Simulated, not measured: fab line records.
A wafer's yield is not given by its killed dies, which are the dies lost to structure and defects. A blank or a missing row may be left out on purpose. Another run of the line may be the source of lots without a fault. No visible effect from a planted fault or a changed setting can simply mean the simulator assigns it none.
Chamber matching    flow sky130    SKY_PASSIVATION_ETCH_11 on rie-diel-04: 4 sister chambers
The step etches the open film in CF4/O2, stops on AlCu, target depth 725 nm, time 161.1 s. 8 wafers are shown with their chamber, then 12 later ones without.

EACH WAFER AND ITS CHAMBER
wafer   chamber  drypump-motor-current-A (A)  oes-product-au (a.u.)
L081.6  2        5.6                          0.978
L083.6  2        5.6                          0.994
L086.1  3        6.3                          0.983
L086.2  0        5.1                          0.967
L086.3  1        5.8                          0.981
L086.4  0        5.0                          0.970
L086.5  3        6.3                          0.980
L086.6  1        5.8                          0.987

WAFERS WHOSE CHAMBER IS MISSING
wafer   drypump-motor-current-A (A)  oes-product-au (a.u.)
L088.4  5.8                          0.996
L088.5  5.8                          0.978
L088.6  5.6                          0.979
L091.1  6.2                          0.968
L091.2  5.6                          0.972
L091.3  5.8                          0.976
L092.2  5.1                          0.971
L092.3  5.6                          0.960
L092.5  5.8                          0.980
L097.1  5.1                          0.969
L097.2  5.6                          0.977
L097.4  5.8                          0.980

WHICH CHAMBER EACH WENT THROUGH
wafer   from the rows above  in truth
L088.4  1                    1
L088.5  1                    1
L088.6  2                    2
L091.1  3                    3
L091.2  2                    2
L091.3  1                    1
L092.2  0                    0
L092.3  2                    2
L092.5  1                    1
L097.1  0                    0
L097.2  2                    2
L097.4  1                    1
Correctly placed: 12 of 12. From these rows, 0 cannot be placed. 0 placed wrongly.
How it was worked out, from the rows above alone: a wafer's distance from a chamber is the root of the sum, over the readings, of the square of ((its reading less the chamber's mean) divided by the reading's scatter). If the next closest chamber is less than 2 further off than the closest, the wafer can't be placed; otherwise it belongs to the closest. For every chamber, the mean is computed from those of its wafers that are shown. The scatter: take each reading less its chamber's mean, square it, sum over the shown wafers, divide by the number of wafers less the number of chambers, and take the root.
